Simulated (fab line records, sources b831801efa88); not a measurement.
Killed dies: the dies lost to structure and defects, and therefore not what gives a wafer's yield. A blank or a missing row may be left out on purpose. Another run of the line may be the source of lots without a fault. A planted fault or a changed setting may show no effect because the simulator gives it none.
Struck lot and sound lot, side by side    flow sky130    17 out of 708 route steps
Sound: the wafers L208.2, L208.3, L208.5. The struck wafers were L225.2, L225.5, L225.6. The cause comes at the end.
Per side, at each step with rows, come the tool, then ch with its chambers, and then its first start. Under that, the readings that differ: sound wafers    struck wafers    difference of the means    sigmas: that difference in standard deviations of wafers without a fault.
alike: same words and numbers on both sides, and readings whose means sit less than 2 such deviations apart. not compared: any withheld reading, any reading some wafer has no value for, any bound like >300 that may hide the same value, and any number with overlapping values for which the record gives no deviation.
Wherever a step has rows on one side only, a row that says differs or no value, or a row with sigmas, the two part there. Numbers that don't overlap but have no deviation are shown without sigmas and don't part them. A reading missing from all wafers of one side parts the sides only when that side holds two or more wafers.

first, 2 steps without rows for these wafers: SKY_NWELL_IMPLANT_12; SKY_NWELL_IMPLANT_13.
SKY_NWELL_STRIP_14: strips in O2/N2.
  sound on plasma-asher-03 ch 0,1, day 5 16:00; struck on plasma-asher-01 ch 0,1, day 10 02:42
reading              sound              struck             difference  sigmas
n2-flow-sccm (sccm)  300.0 299.6 299.1  300.7 302.2 301.6  +1.9        +2
  alike: drypump-motor-current-A, o2-flow-sccm, oes-product-au, strip-time-to-endpoint-s
  not compared: rf-hours-counter-h
SKY_NWELL_TW_MEAS_15:
  struck on film-metro-01, day 10 02:49; sound on film-metro-01, day 5 16:07
  alike: NWELL_TW
then, 7 steps without rows for these wafers: SKY_NWELL_DEHYDRATE_16 (time 60 s); SKY_NWELL_HMDS_17 (prime time 60 s); SKY_NWELL_COAT_18 (resist thk 3000 nm); SKY_NWELL_SOFTBAKE_19; SKY_NWELL_EXPOSE_20 (exposes mask NWM COMPLEMENT, target cd 840 nm); SKY_NWELL_PEB_21; SKY_NWELL_DEVELOP_22 (develop time 60 s).
SKY_NWELL_OVL_MEAS_23:
  struck on overlay-01, day 11 01:19; sound on overlay-02, day 6 09:46
  alike: NWELL_01_OVL
SKY_NWELL_IMPLANT_24:
  sound on implanter-04 ch 0, day 6 09:49; struck on implanter-01 ch 0, day 11 01:23
reading             sound            struck          difference  sigmas
beam-on-s (s)       9.96 9.90 10.23  8.52 8.73 8.89  -1.32       -7
faraday-current-uA  52.1 52.7 50.6   60.7 59.6 58.5  +7.8        +8
SKY_NWELL_STRIP_25: strips in O2/N2.
  sound on plasma-asher-02 ch 0,1, day 6 09:56; struck on plasma-asher-03 ch 0,1, day 11 01:30
  alike: drypump-motor-current-A, n2-flow-sccm, o2-flow-sccm, oes-product-au, strip-time-to-endpoint-s
  not compared: rf-hours-counter-h
SKY_NWELL_TW_MEAS_26:
  struck on film-metro-04, day 11 01:37; sound on film-metro-04, day 6 10:03
reading     sound        struck       difference  sigmas
NWELL_2_TW  496 492 494  475 477 474  -19         -5
then, 1 step without rows for these wafers: SKY_NWELL_CLEAN_27 (cleans in SC1/SC2, time 150 s).
-- the record jumps here: 40 days lie between the struck wafers' starts before and after (it left off in module NWELL and takes up again in module PAD_OPEN, whose first step shown is number 708 of the route) --
SKY_PAD_OPEN_PROBE_99:
  struck on prober-01, day 50 18:34; sound on prober-01, day 46 21:31
reading                                     sound                         struck                         difference  sigmas
model.etest.pfet_16v.r-on-ohm-um            1.529e+04 1.51e+04 1.536e+04  1.581e+04 1.624e+04 1.587e+04  +7.233e+02  
model.etest.res-iso-pwell.rs-ohm-sq         3127 2992 3180                3693 3833 3668                 +632        
model.etest.res-pwell-under-gate.rs-ohm-sq  2252 2259 2264                2521 2519 2495                 +253        
model.etest.res-iso-pwell.line-ohm-um       1186 1123 1204                1399 1481 1376                 +248        
model.etest.pfet_16v.drive-ua-um            246.8 248.5 246.2             237.6 233.1 239                -10.6       
model.etest.field-n.vt-v (V)                36.61 36.07 36.72             32.93 33.21 32.83              -3.48       
  alike: killed_at_M0_to_M3, killed_at_M4_up, killed-at-contacts, killed-at-front-end, killed-at-other, killed-dies, killed-open, killed-short
  not compared: model.etest.res-nwell.width-nm

== WHERE THEY PART ==
At SKY_NWELL_STRIP_14 first; at SKY_NWELL_TW_MEAS_26 last (within this record only). Later steps at which nothing parts them and some readings are alike: SKY_PAD_OPEN_PROBE_99.

WHY: whatever the simulator had introduced
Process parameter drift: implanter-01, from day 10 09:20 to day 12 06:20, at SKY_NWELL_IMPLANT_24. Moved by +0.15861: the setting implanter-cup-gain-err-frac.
